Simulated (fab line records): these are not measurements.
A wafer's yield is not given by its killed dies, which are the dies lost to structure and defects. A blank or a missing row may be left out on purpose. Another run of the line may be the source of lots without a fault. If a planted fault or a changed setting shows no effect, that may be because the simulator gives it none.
fab line records    flow sky130
record: lots: 13  wafers: 39  lastDay: 50
route steps=708 shown NWELL@76 GATE_OXIDE@198 CONTACT@410
lots untouched by any fault: they come from a run of this same line in which no faults occurred
startH: hours from the record's opening day to when the first of the lot's shown wafers began    waitH: hours from the lot's prior step to this one    " repeats the value in the row above    L1.1+2: several wafers, shown together as one row    - no value, or no start given    * or withheld: withheld    < > ~ a bound
route shown NAME@n: names a module that has steps shown in the file, with the first one's number in the route    usual: mean/standard deviation of fault-free wafers    same: alike in all rows    chamber/n: place in a boat    sites: each site's reading    _std_site: standard deviation across them    _edge_site: the outer-site mean with the inner-site mean subtracted    radiusMm: for every site, how far away it sits from the centre of the wafer    mask NAME#n: copy n    behind: tool/chamber where the wafer was last shaped    hold: why the lot went on hold/how many hours it stayed there/how the hold came to an end    device: which transistor (n, p or np) failed to switch    end of line: the same wafers' tests at the end of the route    where a step has no rows: the recipe by itself    killed: not the wafer's yield, but the dies lost to structure and defects at the first sort    map: the dies of a wafer, with x for killed, . for not killed, _ for no die there
set.NAME: the setting that was run; set.NAME@STEP: the one run at that earlier step    model.NAME: the simulator's own value behind a step, which no gauge read
route steps across a sampled set of lots; one table per step, one row per wafer
services: from which hour (startH, from the record's first day; less than 0 if before it) a tool's chamber was out of use, for how many hours, and why
== steps ==
step: SKY_NWELL_OVL_MEAS_23
usual: NWELL_01_OVL: 0.1/1.6
lot.wafer  tool        chamber  startH  waitH  NWELL_01_OVL[nm]
L850.4     overlay-02  -        103.87  -      -0.1
L850.5     "           -        "       "      0.0
L850.6     "           -        "       "      2.1
L852.3     overlay-01  -        118.65  -      0.1
L852.4     "           -        "       "      -1.4
L852.6     "           -        "       "      -0.6
L855.2     overlay-02  -        134.79  -      -2.3
L855.3     "           -        "       "      1.0
L855.6     "           -        "       "      0.4
L856.3     overlay-01  -        137.05  -      1.7
L856.4     "           -        "       "      0.6
L856.5     "           -        "       "      0.0
L857.1     overlay-01  -        145.23  -      -2.0
L857.2     "           -        "       "      1.2
L857.6     "           -        "       "      -0.6
L858.1     overlay-01  -        153.64  -      -0.6
L858.3     "           -        "       "      -0.7
L858.6     "           -        "       "      -2.7
L859.2     overlay-02  -        156.18  -      -1.5
L859.3     "           -        "       "      -0.4
L859.6     "           -        "       "      0.1
L860.1     overlay-01  -        158.73  -      -3.0
L860.3     "           -        "       "      -2.2
L860.6     "           -        "       "      -2.5
L861.1     overlay-01  -        170.04  -      0.5
L861.2     "           -        "       "      -0.1
L861.6     "           -        "       "      1.3
L863.3     overlay-01  -        181.56  -      0.3
L863.5     "           -        "       "      1.5
L863.6     "           -        "       "      -0.3
L867.1     overlay-02  -        214.15  -      2.5
L867.2     "           -        "       "      2.4
L867.5     "           -        "       "      3.2
L871.1     overlay-02  -        246.39  -      -1.0
L871.4     "           -        "       "      0.1
L871.5     "           -        "       "      -1.9
L873.1     overlay-02  -        248.93  -      0.0
L873.3     "           -        "       "      -0.4
L873.5     "           -        "       "      -4.2
step: SKY_GATE_OXIDE_IMPLANT_11
recipe: species: B  energyKev: 10  doseCm2: 2.6e+12  tiltDeg: withheld
lot.wafer   tool          chamber  startH  waitH
L850.4+5+6  implanter-04  0        319.41  0.1
L852.3+4+6  implanter-01  0        328.91  0.1
L855.2+3+6  implanter-01  0        346.04  0.0
L856.3+4+5  implanter-01  0        352.84  0.1
L857.1+2+6  implanter-01  0        363.41  0.0
L858.1+3+6  implanter-01  0        375.92  0.0
L859.2+3+6  implanter-02  0        381.41  0.0
L860.1+3+6  implanter-01  0        382.04  0.0
L861.1+2+6  implanter-04  0        393.81  0.0
L863.3+5+6  implanter-01  0        415.41  0.1
L867.1+2+5  implanter-04  0        462.02  0.0
L871.1+4+5  implanter-02  0        502.77  0.0
L873.1+3+5  implanter-02  0        505.14  0.0
step: SKY_GATE_OXIDE_TW_MEAS_14
usual: GATE_OXIDE_TW: 223.7/1.1
lot.wafer  tool          chamber  startH  waitH  GATE_OXIDE_TW
L850.4     filmMetro-04  -        319.72  0.1    224.7
L850.5     "             -        "       "      224.7
L850.6     "             -        "       "      224.4
L852.3     filmMetro-04  -        329.34  0.1    225.6
L852.4     "             -        "       "      224.5
L852.6     "             -        "       "      223.9
L855.2     filmMetro-01  -        346.37  0.1    222.8
L855.3     "             -        "       "      224.1
L855.6     "             -        "       "      223.4
L856.3     filmMetro-01  -        353.16  0.1    224.2
L856.4     "             -        "       "      222.4
L856.5     "             -        "       "      223.7
L857.1     filmMetro-01  -        363.76  0.1    222.4
L857.2     "             -        "       "      224.5
L857.6     "             -        "       "      225.4
L858.1     filmMetro-01  -        376.28  0.1    224.4
L858.3     "             -        "       "      223.2
L858.6     "             -        "       "      225.4
L859.2     filmMetro-01  -        381.76  0.1    223.1
L859.3     "             -        "       "      223.0
L859.6     "             -        "       "      223.1
L860.1     filmMetro-01  -        382.40  0.1    224.8
L860.3     "             -        "       "      223.6
L860.6     "             -        "       "      223.9
L861.1     filmMetro-01  -        394.16  0.1    222.5
L861.2     "             -        "       "      223.8
L861.6     "             -        "       "      222.4
L863.3     filmMetro-03  -        415.75  0.1    221.7
L863.5     "             -        "       "      220.3
L863.6     "             -        "       "      220.9
L867.1     filmMetro-01  -        462.37  0.1    224.2
L867.2     "             -        "       "      223.4
L867.5     "             -        "       "      223.5
L871.1     filmMetro-01  -        503.13  0.1    223.2
L871.4     "             -        "       "      223.1
L871.5     "             -        "       "      223.6
L873.1     filmMetro-01  -        505.49  0.1    222.8
L873.3     "             -        "       "      222.7
L873.5     "             -        "       "      222.5
step: SKY_CONTACT_CMP_04
recipe: material: SiO2  downForcePsi: 4  platenRpm: 60  padVelocityMS: 0.94248
usual: motorCurrentA: 12.5/1.1  timeToEndpointS: 81/4.2
lot.wafer  tool    chamber  startH  waitH  motorCurrentA  timeToEndpointS
L850.4     cmp-01  2        713.95  0.1    14.0           80
L850.6     "       1        "       "      14.1           77
L850.5     "       2        "       "      13.6           78
L852.3     cmp-01  0        721.43  0.1    12.2           77
L852.4     "       2        "       "      13.0           79
L852.6     "       3        "       "      12.5           78
L855.3     cmp-02  2        741.48  0.0    13.6           80
L855.2     "       3        "       "      11.8           81
L855.6     "       2        "       "      13.7           80
L856.3     cmp-02  2        747.26  0.0    13.6           77
L856.4     "       3        "       "      11.6           84
L856.5     "       2        "       "      14.2           81
L857.1     cmp-01  0        756.75  0.1    11.8           83
L857.2     "       3        "       "      12.7           83
L857.6     "       1        "       "      14.1           85
L858.3     cmp-02  1        767.24  0.1    12.4           82
L858.1     "       2        "       "      14.5           81
L858.6     "       0        "       "      10.9           78
L859.3     cmp-01  0        772.73  0.5    12.2           78
L859.2     "       2        "       "      13.2           82
L859.6     "       1        "       "      13.5           77
L860.1     cmp-01  1        775.02  0.1    13.6           83
L860.3     "       0        "       "      12.1           84
L860.6     "       2        "       "      14.6           80
L861.2     cmp-01  1        791.76  0.3    13.2           79
L861.1     "       0        "       "      12.1           83
L861.6     "       1        "       "      13.0           79
L863.3     cmp-02  3        802.32  0.2    11.1           80
L863.5     "       3        "       "      11.3           80
L863.6     "       0        "       "      10.9           81
L867.2     cmp-01  3        847.08  0.0    12.4           81
L867.1     "       1        "       "      14.1           75
L867.5     "       3        "       "      12.9           81
L871.1     cmp-02  2        882.57  0.1    13.1           86
L871.4     "       0        "       "      11.5           90
L871.5     "       2        "       "      13.1           83
L873.3     cmp-02  0        883.57  0.1    9.9            88
L873.1     "       3        "       "      11.5           91
L873.5     "       1        "       "      13.1           92
step: SKY_CONTACT_THK_MEAS_26
recipe: thkMeasGauge: xrf  reads: W_of_CONTACT_CVD_24
usual: CONTACT_W_THK: 330/8.2
lot.wafer  tool          chamber  startH  waitH  CONTACT_W_THK[nm]
L850.4     filmMetro-03  -        742.28  0.1    336
L850.5     "             -        "       "      337
L850.6     "             -        "       "      339
L852.3     filmMetro-03  -        748.96  0.1    346
L852.4     "             -        "       "      336
L852.6     "             -        "       "      347
L855.2     filmMetro-01  -        770.06  0.1    318
L855.3     "             -        "       "      321
L855.6     "             -        "       "      320
L856.3     filmMetro-01  -        776.16  0.1    324
L856.4     "             -        "       "      327
L856.5     "             -        "       "      326
L857.1     filmMetro-01  -        784.13  0.1    331
L857.2     "             -        "       "      324
L857.6     "             -        "       "      323
L858.1     filmMetro-03  -        796.11  0.1    338
L858.3     "             -        "       "      335
L858.6     "             -        "       "      332
L859.2     filmMetro-01  -        800.41  0.1    312
L859.3     "             -        "       "      322
L859.6     "             -        "       "      309
L860.1     filmMetro-01  -        802.82  0.1    321
L860.3     "             -        "       "      320
L860.6     "             -        "       "      319
L861.1     filmMetro-03  -        818.21  0.1    342
L861.2     "             -        "       "      325
L861.6     "             -        "       "      327
L863.3     filmMetro-01  -        830.17  0.1    321
L863.5     "             -        "       "      332
L863.6     "             -        "       "      322
L867.1     filmMetro-03  -        873.60  0.1    338
L867.2     "             -        "       "      324
L867.5     "             -        "       "      320
L871.1     filmMetro-02  -        909.29  0.1    325
L871.4     "             -        "       "      325
L871.5     "             -        "       "      325
L873.1     filmMetro-01  -        910.55  0.1    324
L873.3     "             -        "       "      324
L873.5     "             -        "       "      324
== services ==
tool          chamber  startH  hours  kind
cmp-01        -        318.42  9.6    pm
cmp-02        -        326.99  0.7    repair
implanter-01  -        333.41  3.4    pm
cmp-01        -        337.33  0.6    repair
cmp-01        -        404.00  4.0    pm
cmp-01        -        480.36  1.4    repair
cmp-02        -        512.09  3.1    repair
implanter-01  -        513.39  2.7    repair
cmp-01        -        554.25  2.7    repair
cmp-01        -        568.88  0.3    repair
cmp-02        -        572.00  4.0    pm
implanter-01  -        583.79  2.1    repair
cmp-01        -        624.30  8.1    pm
cmp-01        -        632.41  9.4    pm
cmp-02        -        641.83  6.4    pm
cmp-01        -        643.03  0.3    repair
implanter-01  -        644.64  17.3   pm
cmp-02        -        648.24  5.3    pm
cmp-02        -        691.23  1.5    repair
cmp-01        -        704.83  1.7    repair
cmp-01        -        711.12  0.5    repair
implanter-01  -        721.52  5.5    pm
cmp-01        -        744.24  4.0    pm
implanter-01  -        822.41  3.8    pm
== key ==
firstSign: step: SKY_GATE_OXIDE_TW_MEAS_14  reading: GATE_OXIDE_TW  direction: down  sigmas: 2.6  usual: 223.7  struck: 221.0
effect none on later readings
metAt SKY_GATE_OXIDE_IMPLANT_11
struckLots L863
testerLeftOut L863
notActingAt SKY_NWELL_OVL_MEAS_23,SKY_CONTACT_CMP_04,SKY_CONTACT_THK_MEAS_26
onsetBetween 382.04 415.41
fault: kind: processParameterDrift  tool: implanter-01  chamber: -  onsetH: 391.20  steps: SKY_GATE_OXIDE_IMPLANT_11  channel: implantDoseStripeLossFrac  offset: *  shape: step  endH: 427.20
testerLeftOut: of these lots the tester's yield and bins aren't shown, on N5 and GAA mostly nor the transistor test; their killed dies are dies lost to structure and defects alone, not to doping, threshold or leakage, so they don't give the yield
